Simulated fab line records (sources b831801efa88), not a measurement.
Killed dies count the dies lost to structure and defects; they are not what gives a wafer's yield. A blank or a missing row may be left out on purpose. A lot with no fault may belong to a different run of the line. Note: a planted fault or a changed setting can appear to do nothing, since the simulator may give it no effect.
fab line records | flow sky130
record lots=11 wafers=33 lastDay=50
route steps=708 shown NWELL@78 VT_ADJUST_LVTN@117 VT_ADJUST_HVTR@133 VT_ADJUST_PCH@153 SONOS_TUNNEL@166 PAD_OPEN@708
lots with no fault: from the same line, run without faults
startH: hours from the record's opening day to when the first of the lot's shown wafers began | waitH: how many hours have passed since the lot's step before this one | " unchanged from the row above | L1.1+2: a single row standing in for several wafers | - no value, or no start given | * or withheld: withheld | < > ~ a bound
route shown NAME@n: names a module that has steps shown in the file, with the first one's number in the route | usual: mean/standard deviation taken from wafers without a fault | same: alike in all rows | chamber/n: place in a boat | sites: readings site by site | _std_site: the standard deviation of these | _edge_site: the outer-site mean with the inner-site mean subtracted | radiusMm: how far each site lies from the wafer's centre | mask NAME#n: copy n | behind: the most recent tool/chamber to have shaped the wafer | hold: cause of the lot's hold/its duration in hours/its outcome | device: the n, p or np transistor that did not switch | end of line: the same wafers' tests at the end of the route | step lacking rows: just its recipe | killed: at the first sort, the dies lost to defects and structure; wafer yield is something else | map: a wafer's dies, marking killed ones x, the rest . and places with no die _
set.NAME: setting as actually run; set.NAME@STEP: the setting as run at that earlier step | model.NAME: the simulator's own value behind a step, which no gauge read
one table for each step of the route and one row for each wafer, over a sample of lots
services: when a tool's chamber went out of use (startH, in hours from the record's first day, below 0 if earlier), for how many hours, and the reason
## steps
# step SKY_NWELL_STRIP_25
# recipe chemistry=O2/N2 powerW=1400 pressureMtorr=1500 platenTempC=withheld o2FlowSccm=3000 n2FlowSccm=300 overashFraction=0.5
# usual drypumpMotorCurrentA=5.71/0.3 oesProductAu=0.723/0.0045 stripTimeToEndpointS=37.01/0.089
# columns lot.wafer tool chamber startH waitH drypumpMotorCurrentA oesProductAu rfHoursCounterH stripTimeToEndpointS
L878.1 plasmaAsher-04 1 100.07 0.1 5.27 0.723 42 37.00
L878.4 " 0 " " 5.52 0.724 - 36.98
L878.6 " 1 " " 5.28 0.721 - 36.99
L880.2 plasmaAsher-03 1 116.60 0.1 5.79 0.721 30 37.08
L880.4 " 1 " " 5.77 0.721 - 37.15
L880.5 " 1 " " 5.77 0.716 - 37.10
L885.3 plasmaAsher-04 1 141.16 0.1 5.30 0.724 - 36.84
L885.4 " 0 " " 5.58 0.720 - 36.94
L885.5 " 0 " " 5.55 0.726 - 36.79
L886.1 plasmaAsher-02 0 145.56 0.1 6.01 0.725 3 36.97
L886.2 " 1 " " 6.02 0.721 3 36.93
L886.4 " 0 " " 6.02 0.721 - 36.88
L893.1 plasmaAsher-02 1 195.00 0.1 6.02 0.718 7 37.08
L893.3 " 0 " " 5.99 0.729 - 36.98
L893.6 " 0 " " 6.01 0.721 - 36.94
L894.1 plasmaAsher-02 1 212.57 0.1 6.01 0.721 9 36.93
L894.2 " 0 " " 5.99 0.718 9 37.25
L894.5 " 0 " " 6.02 0.720 - 36.94
L895.1 plasmaAsher-04 0 221.81 0.1 5.52 0.730 54 36.91
L895.3 " 0 " " 5.53 0.728 - 36.97
L895.6 " 0 " " 5.53 0.722 - 36.92
L899.3 plasmaAsher-02 1 236.09 0.1 6.00 0.727 - 37.05
L899.4 " 0 " " 6.01 0.726 - 37.03
L899.5 " 0 " " 6.01 0.719 - 37.06
L898.2 plasmaAsher-04 0 236.40 0.1 5.55 0.725 56 36.84
L898.5 " 1 " " 5.29 0.726 - 36.99
L898.6 " 0 " " 5.57 0.723 - 36.88
L901.1 plasmaAsher-04 1 245.02 0.1 5.29 0.729 57 37.07
L901.3 " 0 " " 5.53 0.724 - 37.00
L901.6 " 0 " " 5.52 0.719 - 36.98
L900.1 plasmaAsher-02 0 245.60 0.1 6.00 0.716 13 37.05
L900.2 " 1 " " 6.06 0.727 13 37.11
L900.3 " 1 " " 6.00 0.732 - 37.11
# step SKY_VT_ADJUST_LVTN_STRIP_20
# recipe chemistry=O2/N2 powerW=1400 pressureMtorr=1500 platenTempC=withheld o2FlowSccm=3000 n2FlowSccm=300 overashFraction=0.5
# usual drypumpMotorCurrentA=5.6/0.37 oesProductAu=0.716/0.004 stripTimeToEndpointS=14.19/0.042
# columns lot.wafer tool chamber startH waitH drypumpMotorCurrentA oesProductAu rfHoursCounterH stripTimeToEndpointS
L878.1 plasmaAsher-04 1 153.55 0.1 5.3 0.720 48 14.08
L878.4 " 0 " " 5.6 0.716 - 14.13
L878.6 " 1 " " 5.3 0.715 - 14.12
L880.2 plasmaAsher-04 0 173.80 0.1 5.5 0.719 50 14.13
L880.4 " 0 " " 5.6 0.715 - 14.12
L880.5 " 0 " " 5.6 0.713 - 14.15
L885.3 plasmaAsher-02 0 201.50 0.1 6.0 0.722 - 14.12
L885.4 " 1 " " 6.0 0.714 - 14.19
L885.5 " 0 " " 6.0 0.718 - 14.21
L886.1 plasmaAsher-01 0 207.75 0.1 5.6 0.712 51 14.25
L886.2 " 1 " " 4.8 0.713 51 14.23
L886.4 " 0 " " 5.6 0.710 - 14.17
L893.1 plasmaAsher-01 0 265.50 0.1 5.6 0.718 57 14.23
L893.3 " 1 " " 4.9 0.724 - 14.25
L893.6 " 0 " " 5.6 0.727 - 14.24
L894.1 plasmaAsher-02 0 285.01 0.1 6.0 0.711 16 14.22
L894.2 " 1 " " 6.0 0.711 16 14.26
L894.5 " 1 " " 6.0 0.722 - 14.24
L895.1 plasmaAsher-04 1 295.16 0.1 5.3 0.710 61 14.21
L895.3 " 0 " " 5.5 0.706 - 14.20
L895.6 " 1 " " 5.3 0.719 - 14.19
L899.3 plasmaAsher-02 0 309.89 0.1 6.0 0.719 - 14.20
L899.4 " 1 " " 6.0 0.717 - 14.14
L899.5 " 1 " " 6.0 0.718 - 14.20
L898.2 plasmaAsher-02 0 311.20 0.1 6.0 0.719 19 14.25
L898.5 " 1 " " 6.0 0.713 - 14.24
L898.6 " 0 " " 6.0 0.717 - 14.22
L901.1 plasmaAsher-01 0 319.29 0.1 5.6 0.717 62 14.10
L901.3 " 0 " " 5.6 0.718 - 14.17
L901.6 " 0 " " 5.6 0.719 - 14.14
L900.1 plasmaAsher-04 0 320.91 0.1 5.5 0.714 64 14.17
L900.2 " 1 " " 5.3 0.713 64 14.18
L900.3 " 0 " " 5.5 0.715 - 14.14
# step SKY_VT_ADJUST_HVTR_COAT_02
# recipe resist=NOVOLAK spinRpm=3000 resistThkNm=1140
# usual chillPlateTempC=23.01/0.11 dispensePressureKPa=48.7/1 spinSpeedRpm=3000.1/2.1
# columns lot.wafer tool chamber startH waitH chillPlateTempC dispensePressureKPa spinSpeedRpm
L878.1 lithoTrack-03 0 183.42 0.1 23.12 49.5 2998.0
L878.4 " 0 " " 23.04 49.4 2999.4
L878.6 " 0 " " 23.17 49.4 2996.4
L880.2 lithoTrack-02 0 204.51 0.1 22.87 49.2 2999.5
L880.4 " 0 " " 23.11 49.2 2997.9
L880.5 " 0 " " 22.97 49.2 2998.6
L885.3 lithoTrack-02 0 235.89 0.1 22.99 49.2 3000.5
L885.4 " 0 " " 22.94 49.2 2999.9
L885.5 " 0 " " 23.07 49.2 2998.5
L886.1 lithoTrack-02 0 243.19 0.1 23.12 49.2 2998.4
L886.2 " 0 " " 23.09 49.2 2998.5
L886.4 " 0 " " 23.15 49.2 3002.0
L893.1 lithoTrack-02 - 302.44 0.1 - - -
L893.3 " - " " - - -
L893.6 " - " " - - -
L894.1 lithoTrack-02 - 323.14 0.1 - - -
L894.2 " - " " - - -
L894.5 " - " " - - -
L895.1 lithoTrack-03 0 334.07 0.1 23.00 49.5 3003.0
L895.3 " 0 " " 22.84 49.5 3001.0
L895.6 " 0 " " 22.79 49.5 3002.2
L899.3 lithoTrack-01 0 349.42 0.1 22.80 47.0 3000.7
L899.4 " 0 " " 23.06 46.9 3002.0
L899.5 " 0 " " 22.94 47.0 2999.9
L898.2 lithoTrack-03 0 351.80 0.1 22.81 49.5 3000.9
L898.5 " 0 " " 22.94 49.5 2998.6
L898.6 " 0 " " 22.72 49.5 3001.8
L901.1 lithoTrack-02 0 359.24 0.1 23.06 49.2 2999.7
L901.3 " 0 " " 23.03 49.3 2999.1
L901.6 " 0 " " 22.90 49.3 2997.6
L900.1 lithoTrack-02 0 360.64 0.1 23.03 49.3 2996.3
L900.2 " 0 " " 23.03 49.3 2998.3
L900.3 " 0 " " 23.00 49.2 2999.6
# step SKY_VT_ADJUST_HVTR_CD_MEAS_07
# recipe targetCdNm=380
# usual cdNm=380.3/2.7
# columns lot.wafer tool chamber startH waitH cdNm
L878.1 cdSem-02 - 194.72 0.1 382.4
L878.4 " - " " 381.3
L878.6 " - " " 380.9
L880.2 cdSem-01 - 215.94 0.1 376.5
L880.4 " - " " 378.6
L880.5 " - " " 378.6
L885.3 cdSem-01 - 247.61 0.1 375.7
L885.4 " - " " 377.0
L885.5 " - " " 377.9
L886.1 cdSem-02 - 254.59 0.1 381.4
L886.2 " - " " 382.0
L886.4 " - " " 381.5
L893.1 cdSem-02 - 315.52 0.1 -
L893.3 " - " " -
L893.6 " - " " -
L894.1 cdSem-02 - 337.07 0.1 -
L894.2 " - " " -
L894.5 " - " " -
L895.1 cdSem-01 - 347.47 0.1 378.2
L895.3 " - " " 381.5
L895.6 " - " " 380.4
L899.3 cdSem-01 - 363.91 0.1 378.2
L899.4 " - " " 378.6
L899.5 " - " " 379.7
L898.2 cdSem-01 - 365.96 0.1 385.0
L898.5 " - " " 382.7
L898.6 " - " " 381.7
L901.1 cdSem-01 - 373.34 0.1 376.0
L901.3 " - " " 375.6
L901.6 " - " " 378.0
L900.1 cdSem-01 - 374.59 0.1 387.3
L900.2 " - " " 386.1
L900.3 " - " " 387.1
# step SKY_VT_ADJUST_HVTR_TW_MEAS_11
# usual VT_ADJUST_HVTR_TW=209.3/1.7
# columns lot.wafer tool chamber startH waitH VT_ADJUST_HVTR_TW
L878.1 filmMetro-01 - 195.13 0.1 214.2
L878.4 " - " " 213.3
L878.6 " - " " 214.2
L880.2 filmMetro-04 - 216.33 0.1 207.3
L880.4 " - " " 208.2
L880.5 " - " " 210.1
L885.3 filmMetro-03 - 248.00 0.1 207.4
L885.4 " - " " 208.1
L885.5 " - " " 208.2
L886.1 filmMetro-03 - 254.99 0.1 207.7
L886.2 " - " " 208.0
L886.4 " - " " 207.5
L893.1 filmMetro-04 - 315.93 0.1 208.7
L893.3 " - " " 209.7
L893.6 " - " " 209.7
L894.1 filmMetro-04 - 337.48 0.1 208.3
L894.2 " - " " 208.3
L894.5 " - " " 208.1
L895.1 filmMetro-04 - 347.87 0.1 208.9
L895.3 " - " " 209.5
L895.6 " - " " 208.1
L899.3 filmMetro-04 - 364.30 0.1 208.7
L899.4 " - " " 208.1
L899.5 " - " " 208.2
L898.2 filmMetro-01 - 366.35 0.1 210.4
L898.5 " - " " 211.6
L898.6 " - " " 211.1
L901.1 filmMetro-01 - 373.74 0.1 210.9
L901.3 " - " " 211.3
L901.6 " - " " 212.0
L900.1 filmMetro-04 - 374.99 0.1 208.5
L900.2 " - " " 209.6
L900.3 " - " " 209.3
# step SKY_VT_ADJUST_PCH_TW_MEAS_10
# usual VT_ADJUST_PCH_TW=142.1/1.9
# columns lot.wafer tool chamber startH waitH VT_ADJUST_PCH_TW
L878.1 filmMetro-04 - 217.02 0.1 140.8
L878.4 " - " " 140.8
L878.6 " - " " 141.7
L880.2 filmMetro-02 - 239.73 0.1 144.3
L880.4 " - " " 144.0
L880.5 " - " " 144.9
L885.3 filmMetro-03 - 271.24 0.1 141.2
L885.4 " - " " 140.7
L885.5 " - " " 141.0
L886.1 filmMetro-04 - 279.16 0.1 141.1
L886.2 " - " " 140.2
L886.4 " - " " 140.7
L893.1 filmMetro-02 - 343.17 0.1 229.0
L893.3 " - " " 229.8
L893.6 " - " " 228.8
L894.1 filmMetro-03 - 365.42 0.1 221.4
L894.2 " - " " 222.6
L894.5 " - " " 221.3
L895.1 filmMetro-04 - 375.22 0.1 140.9
L895.3 " - " " 140.8
L895.6 " - " " 141.5
L899.3 filmMetro-03 - 392.44 0.1 140.9
L899.4 " - " " 140.8
L899.5 " - " " 141.6
L898.2 filmMetro-04 - 395.57 0.1 140.3
L898.5 " - " " 140.8
L898.6 " - " " 140.1
L901.1 filmMetro-04 - 402.97 0.1 141.4
L901.3 " - " " 140.7
L901.6 " - " " 141.5
L900.1 filmMetro-03 - 404.57 0.1 140.8
L900.2 " - " " 141.3
L900.3 " - " " 141.6
# step SKY_SONOS_TUNNEL_TW_MEAS_12
# usual SONOS_TUNNEL_TW=198.0/2.4
# columns lot.wafer tool chamber startH waitH SONOS_TUNNEL_TW
L878.1 filmMetro-02 - 241.00 0.0 201.2
L878.4 " - " " 199.8
L878.6 " - " " 202.1
L880.2 filmMetro-01 - 263.50 0.0 199.0
L880.4 " - " " 199.7
L880.5 " - " " 198.2
L885.3 filmMetro-02 - 296.50 0.0 201.3
L885.4 " - " " 201.6
L885.5 " - " " 200.8
L886.1 filmMetro-01 - 304.94 0.0 198.9
L886.2 " - " " 199.6
L886.4 " - " " 200.5
L893.1 filmMetro-01 - 371.01 0.0 251.3
L893.3 " - " " 249.6
L893.6 " - " " 248.6
L894.1 filmMetro-04 - 394.93 0.0 246.8
L894.2 " - " " 244.6
L894.5 " - " " 246.3
L895.1 filmMetro-04 - 405.25 0.0 195.2
L895.3 " - " " 194.1
L895.6 " - " " 195.0
L899.3 filmMetro-01 - 422.13 0.0 198.8
L899.4 " - " " 198.5
L899.5 " - " " 198.4
L898.2 filmMetro-04 - 425.01 0.0 194.5
L898.5 " - " " 195.5
L898.6 " - " " 194.5
L901.1 filmMetro-01 - 432.50 0.0 197.5
L901.3 " - " " 198.9
L901.6 " - " " 197.7
L900.1 filmMetro-02 - 435.38 0.0 200.9
L900.2 " - " " 199.0
L900.3 " - " " 200.2
# step SKY_PAD_OPEN_PROBE_99
# usual killed_at_M0_to_M3=43/6.2 killed_at_M4_up=2.8/1.7 killedAtContacts=24/4.8 killedAtFrontEnd=15/4.3 killedAtOther=0.3/0.55 killedDies=85/8.4 killedOnRim=17/3.8 killedOpen=46/6.7 killedShort=38/6.2
# same grossDies=492 killedAtBackSide=0
# columns lot.wafer tool chamber startH waitH killed_at_M0_to_M3 killed_at_M4_up killedAtContacts killedAtFrontEnd killedAtOther killedDies killedOnRim killedOpen killedShort
L878.1 prober-01 - 1067.45 0.1 44 2 17 14 0 77 11 45 32
L878.4 prober-01 - 1067.60 0.2 27 5 20 16 0 68 11 40 28
L878.6 prober-01 - 1067.70 0.2 46 2 33 10 1 92 16 58 34
L880.2 prober-01 - 1082.64 0.1 38 5 26 12 0 81 17 43 38
L880.4 prober-01 - 1082.74 0.2 50 4 28 21 0 103 19 53 50
L880.5 prober-01 - 1082.79 0.2 42 5 29 13 0 89 15 38 51
L885.3 prober-02 - 1113.73 0.2 42 0 21 21 1 85 18 39 46
L885.4 prober-02 - 1113.78 0.2 33 2 18 17 0 70 14 37 33
L885.5 prober-02 - 1113.83 0.2 34 2 27 6 0 69 12 40 28
L886.1 prober-01 - 1116.57 0.1 41 3 23 20 0 87 19 51 36
L886.2 prober-01 - 1116.62 0.1 38 3 26 26 0 93 27 57 36
L886.4 prober-01 - 1116.72 0.2 45 3 31 18 0 97 18 63 34
L893.1 prober-02 - 1156.45 0.1 47 2 21 422 0 492 96 38 46
L893.3 prober-02 - 1156.55 0.2 58 2 15 415 2 492 96 52 39
L893.6 prober-02 - 1156.70 0.2 40 4 18 429 1 492 96 34 46
L894.1 prober-01 - 1171.89 0.1 54 4 22 412 0 492 96 56 36
L894.2 prober-01 - 1171.94 0.1 40 2 21 429 0 492 96 38 48
L894.5 prober-01 - 1172.09 0.2 50 3 27 412 0 492 96 56 49
L895.1 prober-02 - 1190.53 0.1 46 3 26 18 0 93 13 46 47
L895.3 prober-02 - 1190.63 0.2 60 1 28 15 0 104 13 57 47
L895.6 prober-02 - 1190.78 0.2 43 2 25 10 1 81 11 41 39
L899.3 prober-01 - 1195.19 0.2 44 1 24 13 0 82 21 48 34
L899.4 prober-01 - 1195.24 0.2 40 1 18 16 0 75 17 41 34
L899.5 prober-01 - 1195.29 0.2 40 5 24 17 1 87 14 41 46
L898.2 prober-02 - 1195.92 0.1 39 2 19 13 0 73 11 30 42
L898.5 prober-02 - 1196.07 0.2 32 2 19 15 0 68 15 40 27
L898.6 prober-02 - 1196.12 0.2 53 2 26 17 0 98 15 49 48
L901.1 prober-01 - 1197.93 0.1 31 3 33 17 1 85 13 45 40
L901.3 prober-01 - 1198.03 0.2 50 1 28 16 0 95 17 50 45
L901.6 prober-01 - 1198.18 0.2 39 0 30 11 1 81 11 50 31
L900.1 prober-01 - 1202.80 0.1 52 5 21 14 0 92 16 48 44
L900.2 prober-01 - 1202.85 0.1 47 1 16 13 0 77 19 40 37
L900.3 prober-01 - 1202.90 0.2 45 4 26 22 0 97 18 55 42
# killed by level:class
L878.1 VIA1:geometricParticle:open=12 CONTACT:geometricParticle:open=8 VIA3:geometricParticle:open=8 CONTACT:geometricParticle:short=6 VIA2:geometricParticle:open=6 VIA2:geometricParticle:short=5 FIELD_ISO:geometricParticle:short=3 FIELD_ISO:geometricParticle:open=3
L878.4 CONTACT:geometricParticle:open=7 VIA3:geometricParticle:open=6 VIA2:geometricParticle:open=6 LI_CONTACT:geometricParticle:open=5 VIA1:geometricParticle:open=5 FIELD_ISO:geometricParticle:short=4 POLY_GATE:geometricParticle:open=4 LOCAL_INTERCONNECT:geometricParticle:short=4
L878.6 VIA1:geometricParticle:open=20 CONTACT:geometricParticle:open=17 LI_CONTACT:geometricParticle:open=6 CONTACT:geometricParticle:short=5 LOCAL_INTERCONNECT:geometricParticle:short=5 VIA1:geometricParticle:short=4 METAL2:geometricParticle:short=4 VIA2:geometricParticle:open=4
L880.2 VIA1:geometricParticle:open=8 CONTACT:geometricParticle:open=7 LI_CONTACT:geometricParticle:open=7 VIA1:geometricParticle:short=7 VIA3:geometricParticle:open=4 LOCAL_INTERCONNECT:geometricParticle:short=4 METAL2:geometricParticle:short=4 FIELD_ISO:geometricParticle:open=3
L880.4 VIA1:geometricParticle:open=11 VIA3:geometricParticle:open=10 CONTACT:geometricParticle:open=7 METAL2:geometricParticle:short=7 FIELD_ISO:geometricParticle:open=6 CONTACT:geometricParticle:short=6 LI_CONTACT:geometricParticle:open=6 METAL1:geometricParticle:short=6
L880.5 VIA1:geometricParticle:open=11 FIELD_ISO:geometricParticle:short=8 CONTACT:geometricParticle:short=8 METAL1:geometricParticle:short=7 LI_CONTACT:geometricParticle:open=7 METAL2:geometricParticle:short=7 VIA2:geometricParticle:open=5 LOCAL_INTERCONNECT:geometricParticle:short=5
L885.3 VIA1:geometricParticle:open=9 METAL2:geometricParticle:short=7 VIA3:geometricParticle:open=7 FIELD_ISO:geometricParticle:short=6 METAL1:geometricParticle:short=6 LI_CONTACT:geometricParticle:short=5 POLY_GATE:geometricParticle:open=4 LI_CONTACT:geometricParticle:open=4
L885.4 VIA1:geometricParticle:open=11 FIELD_ISO:geometricParticle:short=5 METAL1:geometricParticle:short=5 FIELD_ISO:geometricParticle:open=4 POLY_GATE:geometricParticle:short=4 LI_CONTACT:geometricParticle:short=4 VIA2:geometricParticle:open=4 LOCAL_INTERCONNECT:geometricParticle:short=3
L885.5 VIA1:geometricParticle:open=11 CONTACT:geometricParticle:short=9 CONTACT:geometricParticle:open=9 LI_CONTACT:geometricParticle:open=6 METAL1:geometricParticle:short=6 METAL2:geometricParticle:short=4 METAL3:geometricParticle:open=3 VIA3:geometricParticle:open=3
L886.1 LI_CONTACT:geometricParticle:open=9 VIA1:geometricParticle:open=8 VIA3:geometricParticle:open=7 POLY_GATE:geometricParticle:open=7 CONTACT:geometricParticle:short=7 VIA2:geometricParticle:open=7 METAL1:geometricParticle:short=4 CONTACT:geometricParticle:open=4
L886.2 LI_CONTACT:geometricParticle:open=10 VIA1:geometricParticle:open=8 CONTACT:geometricParticle:open=8 FIELD_ISO:geometricParticle:open=7 VIA2:geometricParticle:open=7 POLY_GATE:geometricParticle:short=6 VIA3:geometricParticle:open=6 VIA3:geometricParticle:short=5
L886.4 CONTACT:geometricParticle:open=13 LI_CONTACT:geometricParticle:open=11 VIA2:geometricParticle:open=11 VIA1:geometricParticle:open=10 POLY_GATE:geometricParticle:open=7 VIA3:geometricParticle:open=6 VIA1:geometricParticle:short=5 FIELD_ISO:geometricParticle:short=4
L893.1 VT_ADJUST_HVTR:areaExpose=407 VIA3:geometricParticle:open=8 VIA1:geometricParticle:open=6 POLY_GATE:geometricParticle:open=6 LI_CONTACT:geometricParticle:open=6 METAL1:geometricParticle:short=6 VIA1:geometricParticle:short=5 CONTACT:geometricParticle:short=5
L893.3 VT_ADJUST_HVTR:areaExpose=398 VIA1:geometricParticle:open=13 VIA3:geometricParticle:open=9 METAL2:geometricParticle:short=9 VIA1:geometricParticle:short=8 FIELD_ISO:geometricParticle:short=6 VIA2:geometricParticle:open=6 POLY_GATE:geometricParticle:open=5
L893.6 VT_ADJUST_HVTR:areaExpose=411 CONTACT:geometricParticle:open=9 VIA1:geometricParticle:open=8 FIELD_ISO:geometricParticle:short=6 VIA3:geometricParticle:open=6 VIA1:geometricParticle:short=5 METAL2:geometricParticle:short=5 FIELD_ISO:geometricParticle:open=4
L894.1 VT_ADJUST_HVTR:areaExpose=400 VIA1:geometricParticle:open=15 VIA3:geometricParticle:open=11 CONTACT:geometricParticle:open=8 VIA2:geometricParticle:open=8 LOCAL_INTERCONNECT:geometricParticle:short=5 METAL1:geometricParticle:short=4 VIA1:geometricParticle:short=4
L894.2 VT_ADJUST_HVTR:areaExpose=406 POLY_GATE:geometricParticle:short=7 LI_CONTACT:geometricParticle:open=7 VIA1:geometricParticle:open=6 METAL2:geometricParticle:short=6 METAL1:geometricParticle:short=5 SPACER:geometricParticle:open=5 VIA1:geometricParticle:short=5
L894.5 VT_ADJUST_HVTR:areaExpose=387 VIA1:geometricParticle:open=12 LI_CONTACT:geometricParticle:open=10 CONTACT:geometricParticle:open=9 POLY_GATE:geometricParticle:short=8 VIA2:geometricParticle:open=7 VIA2:geometricParticle:short=6 METAL2:geometricParticle:short=5
L895.1 VIA1:geometricParticle:open=13 CONTACT:geometricParticle:open=9 LOCAL_INTERCONNECT:geometricParticle:short=8 FIELD_ISO:geometricParticle:short=6 METAL3:geometricParticle:short=6 METAL2:geometricParticle:short=6 POLY_GATE:geometricParticle:open=5 VIA3:geometricParticle:open=5
L895.3 VIA1:geometricParticle:open=13 LI_CONTACT:geometricParticle:open=11 METAL1:geometricParticle:short=9 CONTACT:geometricParticle:open=9 METAL2:geometricParticle:short=9 VIA3:geometricParticle:open=6 VIA1:geometricParticle:short=6 VIA2:geometricParticle:short=5
L895.6 VIA1:geometricParticle:open=11 CONTACT:geometricParticle:open=9 VIA3:geometricParticle:open=8 CONTACT:geometricParticle:short=5 FIELD_ISO:geometricParticle:short=4 FIELD_ISO:geometricParticle:open=4 LI_CONTACT:geometricParticle:short=4 VIA1:geometricParticle:short=4
L899.3 LI_CONTACT:geometricParticle:open=11 VIA2:geometricParticle:open=8 VIA3:geometricParticle:open=8 POLY_GATE:geometricParticle:open=6 VIA1:geometricParticle:open=6 CONTACT:geometricParticle:open=5 METAL1:geometricParticle:short=5 METAL3:geometricParticle:short=5
L899.4 VIA1:geometricParticle:open=11 VIA3:geometricParticle:open=7 POLY_GATE:geometricParticle:open=5 LOCAL_INTERCONNECT:geometricParticle:short=5 VIA2:geometricParticle:open=5 METAL1:geometricParticle:short=4 FIELD_ISO:geometricParticle:open=3 SPACER:geometricParticle:short=3
L899.5 VIA1:geometricParticle:open=9 METAL1:geometricParticle:short=8 LI_CONTACT:geometricParticle:open=7 VIA3:geometricParticle:open=7 LOCAL_INTERCONNECT:geometricParticle:short=6 METAL3:geometricParticle:short=5 CONTACT:geometricParticle:open=4 METAL4:geometricParticle:short=4
L898.2 VIA1:geometricParticle:open=9 LOCAL_INTERCONNECT:geometricParticle:short=8 VIA3:geometricParticle:open=6 POLY_GATE:geometricParticle:short=5 VIA1:geometricParticle:short=5 CONTACT:geometricParticle:open=4 METAL1:geometricParticle:short=4 METAL2:geometricParticle:short=4
L898.5 VIA1:geometricParticle:open=8 LI_CONTACT:geometricParticle:open=7 CONTACT:geometricParticle:open=7 METAL1:geometricParticle:short=7 FIELD_ISO:geometricParticle:open=6 VIA2:geometricParticle:open=6 VIA3:geometricParticle:short=3 POLY_GATE:geometricParticle:short=2
L898.6 VIA1:geometricParticle:open=15 VIA1:geometricParticle:short=9 LI_CONTACT:geometricParticle:open=8 CONTACT:geometricParticle:open=8 METAL2:geometricParticle:short=6 METAL1:geometricParticle:short=5 FIELD_ISO:geometricParticle:open=4 LOCAL_INTERCONNECT:geometricParticle:short=4
L901.1 LI_CONTACT:geometricParticle:open=9 CONTACT:geometricParticle:open=8 VIA1:geometricParticle:short=5 POLY_GATE:geometricParticle:open=5 CONTACT:geometricParticle:short=5 METAL1:geometricParticle:short=5 VIA1:geometricParticle:open=5 POLY_GATE:geometricParticle:short=4
L901.3 LI_CONTACT:geometricParticle:open=10 VIA1:geometricParticle:open=9 POLY_GATE:geometricParticle:open=8 METAL1:geometricParticle:short=8 VIA1:geometricParticle:short=8 CONTACT:geometricParticle:short=7 CONTACT:geometricParticle:open=5 METAL2:geometricParticle:short=5
L901.6 CONTACT:geometricParticle:open=14 VIA1:geometricParticle:open=11 LI_CONTACT:geometricParticle:open=7 VIA3:geometricParticle:open=7 FIELD_ISO:geometricParticle:short=6 VIA2:geometricParticle:open=5 LOCAL_INTERCONNECT:geometricParticle:short=4 METAL1:geometricParticle:short=4
L900.1 VIA1:geometricParticle:open=11 LI_CONTACT:geometricParticle:open=7 VIA2:geometricParticle:open=7 VIA3:geometricParticle:open=7 CONTACT:geometricParticle:open=6 VIA2:geometricParticle:short=6 METAL2:geometricParticle:short=6 CONTACT:geometricParticle:short=5
L900.2 VIA3:geometricParticle:open=9 VIA1:geometricParticle:open=7 CONTACT:geometricParticle:short=6 METAL1:geometricParticle:short=6 VIA2:geometricParticle:open=6 FIELD_ISO:geometricParticle:open=5 LI_CONTACT:geometricParticle:open=5 METAL2:geometricParticle:short=5
L900.3 CONTACT:geometricParticle:open=13 VIA1:geometricParticle:open=11 VIA1:geometricParticle:short=9 POLY_GATE:geometricParticle:short=7 POLY_GATE:geometricParticle:open=6 LI_CONTACT:geometricParticle:open=6 VIA3:geometricParticle:open=5 FIELD_ISO:geometricParticle:open=4
## services
# columns tool chamber startH hours kind
plasmaAsher-02 - 108.82 9.0 pm
plasmaAsher-02 0 108.82 9.0 ventCycle
plasmaAsher-02 1 108.82 9.0 ventCycle
plasmaAsher-02 0 117.82 - clean
plasmaAsher-02 1 117.82 - clean
plasmaAsher-04 - 180.69 1.7 repair
plasmaAsher-01 - 199.77 3.3 repair
plasmaAsher-03 - 201.46 2.2 repair
plasmaAsher-02 - 253.87 2.8 pm
plasmaAsher-04 - 256.23 1.2 repair
plasmaAsher-04 - 276.41 7.3 repair
plasmaAsher-03 - 323.88 0.4 repair
plasmaAsher-01 - 340.91 1.2 repair
## key
firstSign step=SKY_VT_ADJUST_HVTR_COAT_02 reading=toolRecord direction=missing
effect step=SKY_VT_ADJUST_HVTR_CD_MEAS_07 reading=cdNm direction=missing
effect step=SKY_VT_ADJUST_PCH_TW_MEAS_10 reading=VT_ADJUST_PCH_TW direction=up sigmas=44 usual=142.1 struck=225.5
effect step=SKY_SONOS_TUNNEL_TW_MEAS_12 reading=SONOS_TUNNEL_TW direction=up sigmas=21 usual=198.0 struck=247.9
effect step=SKY_PAD_OPEN_PROBE_99 reading=killedAtFrontEnd direction=up sigmas=95 usual=15 struck=420
moreKillsBornAt SKY_VT_ADJUST_HVTR_EXPOSE_04@ilineStepper-01=2409
metAt SKY_VT_ADJUST_HVTR_COAT_02
struckLots L893,L894
testerLeftOut L893,L894
notActingAt SKY_NWELL_STRIP_25,SKY_VT_ADJUST_LVTN_STRIP_20,SKY_VT_ADJUST_HVTR_TW_MEAS_11
onsetBetween 243.19 302.44
fault kind=skippedStepWhole tool=lithoTrack-02 chamber=- onsetH=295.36 steps=SKY_VT_ADJUST_HVTR_COAT_02 scope=struckLotsOnly
# testerLeftOut: of these lots the tester's yield and bins aren't shown, on N5 and GAA mostly nor the transistor test; their killed dies are dies lost to structure and defects alone, not to doping, threshold or leakage, so they don't give the yield
